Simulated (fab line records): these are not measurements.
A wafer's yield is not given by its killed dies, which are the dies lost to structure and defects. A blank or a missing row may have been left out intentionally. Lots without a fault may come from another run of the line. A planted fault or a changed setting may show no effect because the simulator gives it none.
Which tool was responsible? / flow gf180mcu / Sampling: 24 lots, 72 wafers, 4 of 602 route steps

== WHAT THE GAUGES SHOWED, per wafer ==
GF_CONTACT_BOW_MEAS_05.
lot=L074; measured=day 15 02:17; on=film-metro-03; CONTACT_BOW (um)=62 60 61
lot=L075; measured=day 15 13:16; on=film-metro-03; CONTACT_BOW (um)=52 63 69
lot=L076; measured=day 15 17:33; on=film-metro-01; CONTACT_BOW (um)=70 54 55
lot=L077; measured=day 16 07:00; on=film-metro-03; CONTACT_BOW (um)=76 62 76
lot=L078; measured=day 16 17:10; on=film-metro-01; CONTACT_BOW (um)=58 61 57
lot=L079; measured=day 16 23:34; on=film-metro-04; CONTACT_BOW (um)=60 63 57
lot=L080; measured=day 17 05:06; on=film-metro-04; CONTACT_BOW (um)=77 62 70
lot=L081; measured=day 17 13:50; on=film-metro-01; CONTACT_BOW (um)=50 73 69
lot=L082; measured=day 17 19:55; on=film-metro-04; CONTACT_BOW (um)=64 53 65
lot=L083; measured=day 18 11:18; on=film-metro-01; CONTACT_BOW (um)=76 69 75
lot=L084; measured=day 18 18:24; on=film-metro-01; CONTACT_BOW (um)=66 70 77
lot=L085; measured=day 19 02:04; on=film-metro-03; CONTACT_BOW (um)=57 63 70
lot=L086; measured=day 19 14:14; on=film-metro-01; CONTACT_BOW (um)=66 60 72
lot=L087; measured=day 20 06:00; on=film-metro-04; CONTACT_BOW (um)=74 68 76
lot=L088; measured=day 20 08:46; on=film-metro-04; CONTACT_BOW (um)=78 67 77
lot=L089; measured=day 20 12:42; on=film-metro-01; CONTACT_BOW (um)=74 67 71
lot=L090; measured=day 21 05:44; on=film-metro-04; CONTACT_BOW (um)=66 62 66
lot=L091; measured=day 21 11:43; on=film-metro-04; CONTACT_BOW (um)=64 67 63
lot=L092; measured=day 21 17:17; on=film-metro-04; CONTACT_BOW (um)=54 60 76
lot=L093; measured=day 22 01:29; on=film-metro-04; CONTACT_BOW (um)=64 65 65
lot=L094; measured=day 22 08:23; on=film-metro-01; CONTACT_BOW (um)=66 59 61
lot=L095; measured=day 22 18:37; on=film-metro-01; CONTACT_BOW (um)=74 61 65
lot=L096; measured=day 22 22:52; on=film-metro-04; CONTACT_BOW (um)=55 56 60
lot=L097; measured=day 23 07:13; on=film-metro-04; CONTACT_BOW (um)=76 66 62

GF_V3_BOW_MEAS_05.
lot=L074; measured=day 21 06:01; on=film-metro-04; V3_BOW (um)=115 115 117
lot=L075; measured=day 21 17:37; on=film-metro-01; V3_BOW (um)=108 119 125
lot=L076; measured=day 21 23:32; on=film-metro-04; V3_BOW (um)=117 100 102
lot=L077; measured=day 22 12:39; on=film-metro-04; V3_BOW (um)=125 112 126
lot=L078; measured=day 22 21:55; on=film-metro-01; V3_BOW (um)=109 115 109
lot=L079; measured=day 23 06:22; on=film-metro-02; V3_BOW (um)=114 118 111
lot=L080; measured=day 23 10:50; on=film-metro-04; V3_BOW (um)=128 111 118
lot=L081; measured=day 23 20:47; on=film-metro-04; V3_BOW (um)=98 119 117
lot=L082; measured=day 24 00:49; on=film-metro-04; V3_BOW (um)=119 105 119
lot=L083; measured=day 24 17:18; on=film-metro-04; V3_BOW (um)=126 119 126
lot=L084; measured=day 24 23:52; on=film-metro-04; V3_BOW (um)=118 122 130
lot=L085; measured=day 25 05:52; on=film-metro-02; V3_BOW (um)=112 115 121
lot=L086; measured=day 25 17:13; on=film-metro-01; V3_BOW (um)=116 112 123
lot=L087; measured=day 26 06:57; on=film-metro-02; V3_BOW (um)=130 124 132
lot=L088; measured=day 26 09:19; on=film-metro-01; V3_BOW (um)=137 123 135
lot=L089; measured=day 26 14:01; on=film-metro-01; V3_BOW (um)=135 131 134
lot=L090; measured=day 27 02:39; on=film-metro-02; V3_BOW (um)=124 121 124
lot=L091; measured=day 27 08:24; on=film-metro-04; V3_BOW (um)=120 124 119
lot=L092; measured=day 27 14:59; on=film-metro-04; V3_BOW (um)=102 106 123
lot=L093; measured=day 27 21:52; on=film-metro-02; V3_BOW (um)=115 116 115
lot=L094; measured=day 28 03:35; on=film-metro-01; V3_BOW (um)=119 111 112
lot=L095; measured=day 28 10:19; on=film-metro-02; V3_BOW (um)=118 104 111
lot=L096; measured=day 28 15:31; on=film-metro-02; V3_BOW (um)=111 113 116
lot=L097; measured=day 28 22:12; on=film-metro-02; V3_BOW (um)=130 122 116

== TOOL THAT RAN EACH LOT (tool first, then ch and the chambers of the sampled wafers, then the start) ==
lot=L074; GF_CONTACT_ETCH_16=rie-diel-01 ch 1,2, day 15 23:53; GF_M1_STRIP_17=plasma-asher-03 ch 1, day 16 23:15
lot=L075; GF_CONTACT_ETCH_16=rie-diel-04 ch 0,2,3, day 16 11:17; GF_M1_STRIP_17=plasma-asher-04 ch 0,1, day 17 11:31
lot=L076; GF_CONTACT_ETCH_16=rie-diel-01 ch 0,2,3, day 16 16:06; GF_M1_STRIP_17=plasma-asher-03 ch 0,1, day 17 16:58
lot=L077; GF_CONTACT_ETCH_16=rie-diel-04 ch 0,1,3, day 17 06:05; GF_M1_STRIP_17=plasma-asher-04 ch 0,1, day 18 05:59
lot=L078; GF_CONTACT_ETCH_16=rie-diel-02 ch 0,2,3, day 17 15:18; GF_M1_STRIP_17=plasma-asher-03 ch 0,1, day 18 15:44
lot=L079; GF_CONTACT_ETCH_16=rie-diel-01 ch 0,3, day 17 22:06; GF_M1_STRIP_17=plasma-asher-04 ch 0,1, day 18 23:44
lot=L080; GF_CONTACT_ETCH_16=rie-diel-02 ch 0,1,3, day 18 03:12; GF_M1_STRIP_17=plasma-asher-01 ch 0,1, day 19 04:44
lot=L081; GF_CONTACT_ETCH_16=rie-diel-01 ch 1,3, day 18 13:24; GF_M1_STRIP_17=plasma-asher-03 ch 0,1, day 19 15:47
lot=L082; GF_CONTACT_ETCH_16=rie-diel-02 ch 0,3, day 18 19:39; GF_M1_STRIP_17=plasma-asher-04 ch 1, day 19 20:39
lot=L083; GF_CONTACT_ETCH_16=rie-diel-02 ch 2,3, day 19 11:38; GF_M1_STRIP_17=plasma-asher-01 ch 0, day 20 12:39
lot=L084; GF_CONTACT_ETCH_16=rie-diel-04 ch 0,1,2, day 19 17:39; GF_M1_STRIP_17=plasma-asher-04 ch 0,1, day 20 19:28
lot=L085; GF_CONTACT_ETCH_16=rie-diel-04 ch 0,1, day 20 02:22; GF_M1_STRIP_17=plasma-asher-04 ch 0,1, day 21 03:49
lot=L086; GF_CONTACT_ETCH_16=rie-diel-04 ch 2,3, day 20 14:12; GF_M1_STRIP_17=plasma-asher-03 ch 0,1, day 21 15:31
lot=L087; GF_CONTACT_ETCH_16=rie-diel-02 ch 0,1,3, day 21 06:03; GF_M1_STRIP_17=plasma-asher-04 ch 0,1, day 22 07:17
lot=L088; GF_CONTACT_ETCH_16=rie-diel-01 ch 0,1, day 21 09:11; GF_M1_STRIP_17=plasma-asher-04 ch 0,1, day 22 09:47
lot=L089; GF_CONTACT_ETCH_16=rie-diel-02 ch 0,2,3, day 21 12:58; GF_M1_STRIP_17=plasma-asher-03 ch 0, day 22 14:21
lot=L090; GF_CONTACT_ETCH_16=rie-diel-01 ch 0,2,3, day 22 05:26; GF_M1_STRIP_17=plasma-asher-03 ch 0,1, day 23 05:59
lot=L091; GF_CONTACT_ETCH_16=rie-diel-01 ch 0,2,3, day 22 11:15; GF_M1_STRIP_17=plasma-asher-01 ch 0,1, day 23 11:31
lot=L092; GF_CONTACT_ETCH_16=rie-diel-02 ch 0,3, day 22 16:56; GF_M1_STRIP_17=plasma-asher-01 ch 0,1, day 23 17:16
lot=L093; GF_CONTACT_ETCH_16=rie-diel-04 ch 2,3, day 23 00:47; GF_M1_STRIP_17=plasma-asher-03 ch 0,1, day 24 01:58
lot=L094; GF_CONTACT_ETCH_16=rie-diel-02 ch 0,1,3, day 23 07:38; GF_M1_STRIP_17=plasma-asher-01 ch 1, day 24 07:34
lot=L095; GF_CONTACT_ETCH_16=rie-diel-02 ch 0,1,3, day 23 17:18; GF_M1_STRIP_17=plasma-asher-01 ch 0,1, day 24 17:33
lot=L096; GF_CONTACT_ETCH_16=rie-diel-04 ch 0,1, day 23 21:26; GF_M1_STRIP_17=plasma-asher-03 ch 0,1, day 24 21:27
lot=L097; GF_CONTACT_ETCH_16=rie-diel-04 ch 0,3, day 24 05:50; GF_M1_STRIP_17=plasma-asher-04 ch 0,1, day 25 05:22
- GF_CONTACT_ETCH_16: etches BARC in N2/H2.
- GF_M1_STRIP_17: strips in O2/N2.

== WHAT THE TOOLS THEMSELVES READ (means of the sampled wafers that have a number; where no wafer has one, the mark that the record gives instead) ==
GF_CONTACT_ETCH_16.
lot=L074; tool=rie-diel-01; drypump-motor-current-A (A)=6.5; oes-product-au (a.u.)=0.855; throttle-valve-pct (%)=13.224
lot=L075; tool=rie-diel-04; drypump-motor-current-A (A)=5.6; oes-product-au (a.u.)=0.849; throttle-valve-pct (%)=13.221
lot=L076; tool=rie-diel-01; drypump-motor-current-A (A)=5.9; oes-product-au (a.u.)=0.855; throttle-valve-pct (%)=13.216
lot=L077; tool=rie-diel-04; drypump-motor-current-A (A)=6.1; oes-product-au (a.u.)=0.856; throttle-valve-pct (%)=13.231
lot=L078; tool=rie-diel-02; drypump-motor-current-A (A)=6.0; oes-product-au (a.u.)=0.852; throttle-valve-pct (%)=13.223
lot=L079; tool=rie-diel-01; drypump-motor-current-A (A)=5.7; oes-product-au (a.u.)=0.856; throttle-valve-pct (%)=13.225
lot=L080; tool=rie-diel-02; drypump-motor-current-A (A)=5.8; oes-product-au (a.u.)=0.849; throttle-valve-pct (%)=13.216
lot=L081; tool=rie-diel-01; drypump-motor-current-A (A)=6.4; oes-product-au (a.u.)=0.854; throttle-valve-pct (%)=13.234
lot=L082; tool=rie-diel-02; drypump-motor-current-A (A)=5.8; oes-product-au (a.u.)=0.854; throttle-valve-pct (%)=13.213
lot=L083; tool=rie-diel-02; drypump-motor-current-A (A)=6.1; oes-product-au (a.u.)=0.849; throttle-valve-pct (%)=13.224
lot=L084; tool=rie-diel-04; drypump-motor-current-A (A)=5.9; oes-product-au (a.u.)=0.854; throttle-valve-pct (%)=13.220
lot=L085; tool=rie-diel-04; drypump-motor-current-A (A)=6.2; oes-product-au (a.u.)=0.855; throttle-valve-pct (%)=13.226
lot=L086; tool=rie-diel-04; drypump-motor-current-A (A)=5.5; oes-product-au (a.u.)=0.854; throttle-valve-pct (%)=13.224
lot=L087; tool=rie-diel-02; drypump-motor-current-A (A)=5.8; oes-product-au (a.u.)=0.856; throttle-valve-pct (%)=13.217
lot=L088; tool=rie-diel-01; drypump-motor-current-A (A)=6.1; oes-product-au (a.u.)=0.857; throttle-valve-pct (%)=13.229
lot=L089; tool=rie-diel-02; drypump-motor-current-A (A)=5.9; oes-product-au (a.u.)=0.855; throttle-valve-pct (%)=13.222
lot=L090; tool=rie-diel-01; drypump-motor-current-A (A)=5.9; oes-product-au (a.u.)=0.849; throttle-valve-pct (%)=13.224
lot=L091; tool=rie-diel-01; drypump-motor-current-A (A)=5.9; oes-product-au (a.u.)=0.853; throttle-valve-pct (%)=13.222
lot=L092; tool=rie-diel-02; drypump-motor-current-A (A)=5.8; oes-product-au (a.u.)=0.853; throttle-valve-pct (%)=13.215
lot=L093; tool=rie-diel-04; drypump-motor-current-A (A)=5.5; oes-product-au (a.u.)=0.852; throttle-valve-pct (%)=13.225
lot=L094; tool=rie-diel-02; drypump-motor-current-A (A)=5.8; oes-product-au (a.u.)=0.858; throttle-valve-pct (%)=13.223
lot=L095; tool=rie-diel-02; drypump-motor-current-A (A)=5.8; oes-product-au (a.u.)=0.854; throttle-valve-pct (%)=13.225
lot=L096; tool=rie-diel-04; drypump-motor-current-A (A)=6.2; oes-product-au (a.u.)=0.855; throttle-valve-pct (%)=13.228
lot=L097; tool=rie-diel-04; drypump-motor-current-A (A)=5.8; oes-product-au (a.u.)=0.858; throttle-valve-pct (%)=13.233

GF_M1_STRIP_17.
lot=L074; tool=plasma-asher-03; drypump-motor-current-A (A)=4.8; heater-power-w (W)=297; o2-flow-sccm (sccm)=2997; oes-product-au (a.u.)=0.557; strip-time-to-endpoint-s (s)=7.81
lot=L075; tool=plasma-asher-04; drypump-motor-current-A (A)=6.0; heater-power-w (W)=337; o2-flow-sccm (sccm)=3001; oes-product-au (a.u.)=0.555; strip-time-to-endpoint-s (s)=7.85
lot=L076; tool=plasma-asher-03; drypump-motor-current-A (A)=5.7; heater-power-w (W)=357; o2-flow-sccm (sccm)=2990; oes-product-au (a.u.)=0.549; strip-time-to-endpoint-s (s)=7.89
lot=L077; tool=plasma-asher-04; drypump-motor-current-A (A)=6.0; heater-power-w (W)=330; o2-flow-sccm (sccm)=3009; oes-product-au (a.u.)=0.556; strip-time-to-endpoint-s (s)=7.85
lot=L078; tool=plasma-asher-03; drypump-motor-current-A (A)=5.7; heater-power-w (W)=346; o2-flow-sccm (sccm)=2996; oes-product-au (a.u.)=0.555; strip-time-to-endpoint-s (s)=7.84
lot=L079; tool=plasma-asher-04; drypump-motor-current-A (A)=6.0; heater-power-w (W)=335; o2-flow-sccm (sccm)=3001; oes-product-au (a.u.)=0.552; strip-time-to-endpoint-s (s)=7.81
lot=L080; tool=plasma-asher-01; drypump-motor-current-A (A)=5.7; heater-power-w (W)=346; o2-flow-sccm (sccm)=2997; oes-product-au (a.u.)=0.556; strip-time-to-endpoint-s (s)=7.87
lot=L081; tool=plasma-asher-03; drypump-motor-current-A (A)=5.2; heater-power-w (W)=318; o2-flow-sccm (sccm)=3010; oes-product-au (a.u.)=0.557; strip-time-to-endpoint-s (s)=7.86
lot=L082; tool=plasma-asher-04; drypump-motor-current-A (A)=6.1; heater-power-w (W)=342; o2-flow-sccm (sccm)=2993; oes-product-au (a.u.)=0.564; strip-time-to-endpoint-s (s)=7.90
lot=L083; tool=plasma-asher-01; drypump-motor-current-A (A)=5.3; heater-power-w (W)=329; o2-flow-sccm (sccm)=3001; oes-product-au (a.u.)=0.559; strip-time-to-endpoint-s (s)=7.82
lot=L084; tool=plasma-asher-04; drypump-motor-current-A (A)=6.0; heater-power-w (W)=329; o2-flow-sccm (sccm)=3000; oes-product-au (a.u.)=0.553; strip-time-to-endpoint-s (s)=7.86
lot=L085; tool=plasma-asher-04; drypump-motor-current-A (A)=6.0; heater-power-w (W)=337; o2-flow-sccm (sccm)=3009; oes-product-au (a.u.)=0.553; strip-time-to-endpoint-s (s)=7.80
lot=L086; tool=plasma-asher-03; drypump-motor-current-A (A)=5.2; heater-power-w (W)=317; o2-flow-sccm (sccm)=3001; oes-product-au (a.u.)=0.559; strip-time-to-endpoint-s (s)=7.87
lot=L087; tool=plasma-asher-04; drypump-motor-current-A (A)=6.0; heater-power-w (W)=322; o2-flow-sccm (sccm)=2995; oes-product-au (a.u.)=0.556; strip-time-to-endpoint-s (s)=7.88
lot=L088; tool=plasma-asher-04; drypump-motor-current-A (A)=6.0; heater-power-w (W)=334; o2-flow-sccm (sccm)=2990; oes-product-au (a.u.)=0.563; strip-time-to-endpoint-s (s)=7.85
lot=L089; tool=plasma-asher-03; drypump-motor-current-A (A)=6.1; heater-power-w (W)=376; o2-flow-sccm (sccm)=2990; oes-product-au (a.u.)=0.560; strip-time-to-endpoint-s (s)=7.89
lot=L090; tool=plasma-asher-03; drypump-motor-current-A (A)=5.2; heater-power-w (W)=321; o2-flow-sccm (sccm)=3001; oes-product-au (a.u.)=0.552; strip-time-to-endpoint-s (s)=7.87
lot=L091; tool=plasma-asher-01; drypump-motor-current-A (A)=5.7; heater-power-w (W)=348; o2-flow-sccm (sccm)=2998; oes-product-au (a.u.)=0.556; strip-time-to-endpoint-s (s)=7.81
lot=L092; tool=plasma-asher-01; drypump-motor-current-A (A)=5.7; heater-power-w (W)=345; o2-flow-sccm (sccm)=3012; oes-product-au (a.u.)=0.558; strip-time-to-endpoint-s (s)=7.82
lot=L093; tool=plasma-asher-03; drypump-motor-current-A (A)=5.3; heater-power-w (W)=314; o2-flow-sccm (sccm)=3001; oes-product-au (a.u.)=0.556; strip-time-to-endpoint-s (s)=7.89
lot=L094; tool=plasma-asher-01; drypump-motor-current-A (A)=6.6; heater-power-w (W)=380; o2-flow-sccm (sccm)=3004; oes-product-au (a.u.)=0.556; strip-time-to-endpoint-s (s)=7.87
lot=L095; tool=plasma-asher-01; drypump-motor-current-A (A)=5.7; heater-power-w (W)=345; o2-flow-sccm (sccm)=2991; oes-product-au (a.u.)=0.557; strip-time-to-endpoint-s (s)=7.88
lot=L096; tool=plasma-asher-03; drypump-motor-current-A (A)=5.2; heater-power-w (W)=317; o2-flow-sccm (sccm)=2998; oes-product-au (a.u.)=0.560; strip-time-to-endpoint-s (s)=7.89
lot=L097; tool=plasma-asher-04; drypump-motor-current-A (A)=6.0; heater-power-w (W)=328; o2-flow-sccm (sccm)=3005; oes-product-au (a.u.)=0.558; strip-time-to-endpoint-s (s)=7.89

== THE ANSWER, worked out from the rows above alone ==
Rule: usual is defined by the lots themselves. Put in order of their means at a reading, lots are off if they are a third of the lots or fewer, leave a main group of 4 or more, and stand apart from it by a gap of 3 or more times the standard deviation of the main group's means; of several such gaps the widest counts. A main group is skipped when, at the precision printed for the reading in the tables above, its means are all equal. Also off: a lot with no number at a reading for which 4 or more lots have one. Any other lot the step has rows for is counted as sound. After the gauges, taken in route order, come the tools' own readings; for these a lot's mean is taken, as printed above. At the first step where some lot is off, the reading lying furthest off is the one used; lots without a number count as furthest.
Across all readings shown, no lot is off: no conclusion can be drawn from this.

== WHAT THE SIMULATOR HAD PUT IN ==
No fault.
